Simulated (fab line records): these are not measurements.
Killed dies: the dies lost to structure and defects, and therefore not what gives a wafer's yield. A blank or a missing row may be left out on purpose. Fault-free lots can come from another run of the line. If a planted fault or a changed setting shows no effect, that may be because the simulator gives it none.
A struck lot beside a sound one :: flow sfq_line :: 42 out of 325 route steps
Sound: wafers L907.1, L907.5, L907.6. Wafers L915.1, L915.3, L915.4 were the ones struck. The cause is named last.
At each step with rows: each side's tool, then ch and its chambers, then its first start. Under that, the readings that differ: sound wafers :: struck wafers :: difference of the means :: sigmas: that difference in standard deviations of wafers without a fault.
alike: readings with means less than 2 such deviations apart, plus words and numbers identical on both sides. not compared: withheld readings, readings lacking a value on some wafer, bounds such as >300 that could conceal the same value, and numbers that have no deviation in the record and whose values overlap.
The two part at a step that has a row with sigmas, a row that says differs or no value, or rows on one side only. When numbers do not overlap yet have no deviation, they are printed without sigmas and do not part them. A reading that every wafer of one side lacks parts them only if that side has two wafers or more.

first, 6 steps without rows for these wafers: SFQ_TRILAYER_I6_VIA_LITHO_COAT_174 (resist thk 62 nm); SFQ_TRILAYER_I6_VIA_LITHO_COAT_169 (resist thk 650 nm); SFQ_TRILAYER_I6_VIA_LITHO_SOFTBAKE_173; SFQ_TRILAYER_I6_VIA_LITHO_EXPOSE_170 (exposes mask I6, target cd 700 nm); SFQ_TRILAYER_I6_VIA_LITHO_PEB_172 (peb time 60 s); SFQ_TRILAYER_I6_VIA_LITHO_DEVELOP_171 (time 60 s).
SFQ_I6_OVL_MEAS_942:
  sound on overlay-01 at day 78 11:49; struck on overlay-02 at day 80 13:53
  alike: I6_OVL
then, 2 steps without rows for these wafers: SFQ_TRILAYER_I6_VIA_BARC_OPEN_VIA_ETCH_235 (etches BARC in O2, target depth 125 nm, time 43.26 s); SFQ_TRILAYER_I6_VIA_ETCH_VIA_ETCH_172 (etches SiO2 in CHF3, stops on Nb, target depth 260 nm).
SFQ_TRILAYER_I6_VIA_STRIP_STRIP_173: strips in O2.
  sound on rie_metal-03 ch 0,1, day 78 12:01; struck on rie_metal-03 ch 0,1, day 80 14:05
  alike: drypump_motor_current_A, oes_product_au
  not compared: rf_hours_counter_h
then, 2 steps without rows for these wafers: SFQ_TRILAYER_I6_VIA_STRIP_SOLV_CLEAN_174 (cleans in NMP, time 600 s); SFQ_TRILAYER_M7_DEP_PRE_CLEAN_176 (time 22.5 s).
SFQ_TRILAYER_M7_DEP_SPUTTER_175: material Nb, target thk 200 nm, time 133.3 s.
  sound on pvd_sputter-03 at day 78 12:49; struck on pvd_sputter-03 at day 80 14:53
reading: cathode_dc_power_W (W)
sound: 2000.6 1999.7 1999.8
struck: 2934.2 2934.3 2933.9
difference: +934.1
sigmas: +99 or more

reading: model.Nb_of_TRILAYER_M7_DEP_SPUTTER_175.thk_nm (nm)
sound: 201.1 201.1 200.1
struck: 294.8 295.2 294.3
difference: +94.0
sigmas: 
  alike: chamber_pressure_pa, throttle_valve_pct
SFQ_M7_RS_MEAS_943: uses a four-point probe to measure.
  sound on film_metro-01 at day 78 12:54; struck on film_metro-01 at day 80 14:59
reading: M7_NB_RS (ohm/sq)
sound: 0.885 0.885 0.888
struck: 0.604 0.601 0.603
difference: -0.283
sigmas: -30
then, 6 steps without rows for these wafers: SFQ_TRILAYER_M7_LITHO_COAT_182 (resist thk 62 nm); SFQ_TRILAYER_M7_LITHO_COAT_177 (resist thk 600 nm); SFQ_TRILAYER_M7_LITHO_SOFTBAKE_181; SFQ_TRILAYER_M7_LITHO_EXPOSE_178 (exposes mask M7, target cd 500 nm); SFQ_TRILAYER_M7_LITHO_PEB_180 (peb time 60 s); SFQ_TRILAYER_M7_LITHO_DEVELOP_179 (time 60 s).
-- the record jumps here: 4 days lie between the struck wafers' starts before and after --
SFQ_M7_OVL_MEAS_945:
  sound on overlay-02 at day 82 13:53; struck on overlay-02 at day 84 20:16
  alike: M7_OVL
then, 1 step without rows for these wafers: SFQ_TRILAYER_M7_BARC_OPEN_METAL_ETCH_229 (etches BARC in O2, target depth 125 nm, time 41.7 s).
SFQ_TRILAYER_M7_ETCH_METAL_ETCH_180: etches Nb in Cl2/Ar, stops on SiO2, target depth 240 nm, time 120 s.
  sound on rie_metal-01 ch 0,1, day 82 13:59; struck on rie_metal-02 ch 0,1, day 84 20:21
reading: oes_product_au (a.u.)
sound: 0.901 0.893 0.900
struck: 0.991 0.994 0.991
difference: +0.094
sigmas: +13
  alike: drypump_motor_current_A
  not compared: rf_hours_counter_h
then, 2 steps without rows for these wafers: SFQ_TRILAYER_M7_STRIP_STRIP_181 (strips in O2); SFQ_TRILAYER_M7_STRIP_SOLV_CLEAN_182 (cleans in NMP, time 600 s).
SFQ_TRILAYER_I7_DEP_PECVD_183: deposits SiO2 from SiH4/N2O, time 111.11 s, target thk 500 nm.
  sound on pecvd-03 ch 1,2, day 82 15:17; struck on pecvd-02 ch 0,1, day 84 21:15
  alike: heater_power_w, throttle_valve_pct
then, 1 step without rows for these wafers: SFQ_TRILAYER_I7_CMP_CMP_184 (polishes SiO2).
SFQ_I7_BOW_MEAS_946:
  sound on film_metro-04 at day 82 18:22; struck on film_metro-02 at day 85 05:07
  alike: I7_BOW
then, 7 steps without rows for these wafers: SFQ_TRILAYER_I7_METRO_MEASURE_185; SFQ_TRILAYER_I7_VIA_LITHO_COAT_192 (resist thk 62 nm); SFQ_TRILAYER_I7_VIA_LITHO_COAT_187 (resist thk 650 nm); SFQ_TRILAYER_I7_VIA_LITHO_SOFTBAKE_191; SFQ_TRILAYER_I7_VIA_LITHO_EXPOSE_188 (exposes mask I7, target cd 1000 nm); SFQ_TRILAYER_I7_VIA_LITHO_PEB_190 (peb time 60 s); SFQ_TRILAYER_I7_VIA_LITHO_DEVELOP_189 (time 60 s).
-- the record jumps here: 4 days lie between the struck wafers' starts before and after --
SFQ_I7_OVL_MEAS_947:
  sound on overlay-02 at day 87 02:16; struck on overlay-01 at day 89 14:07
  alike: I7_OVL
SFQ_TRILAYER_I7_VIA_BARC_OPEN_VIA_ETCH_260: etches BARC in O2, target depth 125 nm, time 41.7 s.
  sound on rie_diel-01 ch 0,1, day 87 02:17; struck on rie_diel-01 ch 0,1,2, day 89 14:09
  alike: drypump_motor_current_A, oes_product_au
  not compared: rf_hours_counter_h
SFQ_TRILAYER_I7_VIA_ETCH_VIA_ETCH_190: etches SiO2 in CHF3, stops on Nb, target depth 260 nm.
  sound on rie_diel-01 ch 0,1, day 87 02:20; struck on rie_diel-01 ch 0,1,2, day 89 14:11
  alike: drypump_motor_current_A, oes_product_au
SFQ_TRILAYER_I7_VIA_STRIP_STRIP_191: strips in O2.
  sound on rie_metal-01 ch 0,1, day 87 02:27; struck on rie_metal-04 ch 0,1, day 89 14:19
  alike: drypump_motor_current_A, oes_product_au
  not compared: rf_hours_counter_h
then, 2 steps without rows for these wafers: SFQ_TRILAYER_I7_VIA_STRIP_SOLV_CLEAN_192 (cleans in NMP, time 600 s); SFQ_TRILAYER_M8_LITHO_LOR_COAT_197.
SFQ_M8_BOW_MEAS_951:
  sound on film_metro-04 at day 87 10:31; struck on film_metro-03 at day 89 19:01
reading: model.etest.m7.comb_log10_ohm
sound: 12 12 12
struck: 0 0 0
difference: -12
sigmas: 

reading: model.etest.m7.ohm_sq
sound: 0.8855 0.8854 0.8901
struck: 0.6039 0.6033 0.605
difference: -0.2829
sigmas: 
  alike: M8_BOW

WHERE THEY PART
First at SFQ_TRILAYER_M7_DEP_SPUTTER_175; last, within this record, at SFQ_TRILAYER_M7_ETCH_METAL_ETCH_180. Later steps at which nothing parts them and some readings are alike: SFQ_TRILAYER_I7_DEP_PECVD_183, SFQ_I7_BOW_MEAS_946, SFQ_I7_OVL_MEAS_947, SFQ_TRILAYER_I7_VIA_BARC_OPEN_VIA_ETCH_260, SFQ_TRILAYER_I7_VIA_ETCH_VIA_ETCH_190, SFQ_TRILAYER_I7_VIA_STRIP_STRIP_191, SFQ_M8_BOW_MEAS_951.

WHY: the cause the simulator had injected
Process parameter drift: pvd_sputter-03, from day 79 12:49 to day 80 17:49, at SFQ_TRILAYER_M7_DEP_SPUTTER_175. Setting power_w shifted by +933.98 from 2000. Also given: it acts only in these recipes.
